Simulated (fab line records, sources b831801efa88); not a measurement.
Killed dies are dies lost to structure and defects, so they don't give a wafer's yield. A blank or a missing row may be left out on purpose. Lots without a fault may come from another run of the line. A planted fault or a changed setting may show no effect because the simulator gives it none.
Problem report in the 8D (eight disciplines) form, filled by code | flow sky130 | the parts of the form that need people (team, actions taken, sign-off) are left out

1. THE PROBLEM
strip_time_to_endpoint_s at SKY_METAL1_STRIP_20 reads a mean of 2.54 s on 3 wafers of 2 lots; wafers without a fault read 2.72 s with a standard deviation of 0.035. That is -5.1 standard deviations from the usual mean.
The step: strips in O2/N2.
First seen on wafer L193.5, day 38 05:38, on plasma_asher-04. The record holds 33 wafers of 11 lots with a number at this step. Rule for "out", or "out of limits": more than 4 standard deviations from the usual mean. The other wafers with a number count as sound.

2. WHAT IT IS AND WHAT IT IS NOT
question                    | is                               | is not
which readings at this step | strip_time_to_endpoint_s         | drypump_motor_current_A, oes_product_au
which lots                  | L193, L196                       | L178, L181, L183, L184, L186, L187, L198, L199, L200
which wafers of those lots  | L193.5, L196.1, L196.5           | L193.2, L193.4, L196.4
read on which tools         | plasma_asher-02, plasma_asher-04 | plasma_asher-01
when                        | from day 38 05:38                | up to then (20 sound wafers); but 10 sound wafers of L196, L198, L199, L200 came after

3. SUSPECTS, AND WHAT RULES EACH OUT
Counting: a tool at a process step up to the reading stays a suspect if it ran every lot that is out. Sound lots after the first of them don't rule it out here, since some wafers of a struck lot are sound.
- cmp-02 at SKY_LI_CONTACT_CMP_02 (polishes PSG): kept. It ran every lot that is out, first L193 (day 33 15:02); its last sound lot up to then is L187 (day 33 08:02).
- rie_metal-01 at SKY_METAL1_ETCH_18 (etches BARC in N2/H2, stops on SiO2, time 45.9 s, target depth 60 nm): kept. It ran every lot that is out, first L193 (day 38 05:20); its last sound lot up to then is L183 (day 36 02:01).
Left after counting: cmp-02 at SKY_LI_CONTACT_CMP_02, rie_metal-01 at SKY_METAL1_ETCH_18.

4. THE CAUSE (what the simulator had put in)
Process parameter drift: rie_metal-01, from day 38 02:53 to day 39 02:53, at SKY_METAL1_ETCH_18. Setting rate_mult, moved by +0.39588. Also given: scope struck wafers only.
Counting left 2 suspects, and this tool is among them.

5. THE CHAIN OF EFFECTS, in route order
Each row: a reading whose mean over the struck wafers that have a number lies more than 3 standard deviations from the usual. Only readings for which the record gives a usual standard deviation are gone through. hours: the time from each lot's start at the first step in this table that gives one to its start at this step, as a median over the lots. sigmas: the change in usual standard deviations.
hours | step                | reading                  | usual  | on struck wafers | change | sigmas
0     | SKY_METAL1_STRIP_20 | strip_time_to_endpoint_s | 2.72 s | 2.54             | -0.18  | -5.1
The process steps in it:
- SKY_METAL1_STRIP_20: strips in O2/N2.

6. WHAT WOULD HAVE CAUGHT IT SOONER
In this record the first reading out of limits was taken at day 38 05:38, 3 hours after the fault began at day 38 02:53.
Of the tool readings at SKY_METAL1_ETCH_18 for which the record gives a usual standard deviation, none was out on any struck wafer, so an alarm limit of 4 standard deviations on them would not have fired.
Of the lots that are out (2), L196 began SKY_METAL1_ETCH_18 on rie_metal-01 after day 38 05:38. A hold on the tool at that time would have spared it.
